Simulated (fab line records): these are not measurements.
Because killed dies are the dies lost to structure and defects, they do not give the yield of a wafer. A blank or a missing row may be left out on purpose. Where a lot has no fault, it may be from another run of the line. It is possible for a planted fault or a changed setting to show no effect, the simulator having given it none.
Matching of chambers | flow sky130 | cmp-02 running SKY_LI_CONTACT_CMP_24: 4 sister chambers
The step polishes, stops on PSG, t overpolish 20 s, target thk 0 nm. 8 wafers are shown with their chamber, then 8 later ones without.

== WAFERS WITH THEIR CHAMBER ==
wafer  | chamber | motor current A (A) | time to endpoint s (s)
L315.4 | 1       | 10.6                | 98
L317.1 | 3       | 12.4                | 93
L319.2 | 2       | 11.1                | 93
L319.6 | 0       | 11.6                | 92
L320.3 | 2       | 11.0                | 94
L320.4 | 1       | 11.3                | 92
L320.5 | 3       | 11.9                | 94
L324.1 | 0       | 12.4                | 89

== WAFERS MISSING THEIR CHAMBER ==
wafer  | motor current A (A) | time to endpoint s (s)
L324.2 | 10.8                | 97
L324.3 | 11.6                | 94
L328.1 | 10.8                | 87
L328.2 | 11.9                | 91
L328.4 | 11.2                | 96
L334.2 | 11.5                | 97
L334.3 | 11.7                | 92
L334.6 | 11.8                | 98

== WHICH CHAMBER EACH ONE RAN IN ==
wafer  | from the rows above               | in truth
L324.2 | can't be placed: 1 or 2           | 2
L324.3 | can't be placed: 2 or 3 or 1 or 0 | 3
L328.1 | can't be placed: 2 or 0 or 1 or 3 | 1
L328.2 | can't be placed: 0 or 3 or 2      | 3
L328.4 | can't be placed: 1 or 2 or 3      | 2
L334.2 | can't be placed: 1 or 2 or 3 or 0 | 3
L334.3 | can't be placed: 0 or 3 or 2 or 1 | 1
L334.6 | can't be placed: 3 or 1 or 2 or 0 | 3
Placed correctly: 0 of 8. Can't be placed from these rows: 8 (the true chamber is among the candidates in 8). Number placed wrongly: 0.
How it was worked out, from the rows above alone: a wafer's distance from a chamber is the root of the sum, over the readings, of the square of ((its reading less the chamber's mean) divided by the reading's scatter). If the next closest chamber is less than 2 further off than the closest, the wafer can't be placed; otherwise it belongs to the closest. A chamber's mean is the mean of its shown wafers. The scatter: the root of (the sum of the squares of (reading less its chamber's mean) over the shown wafers, divided by (wafers less chambers)).
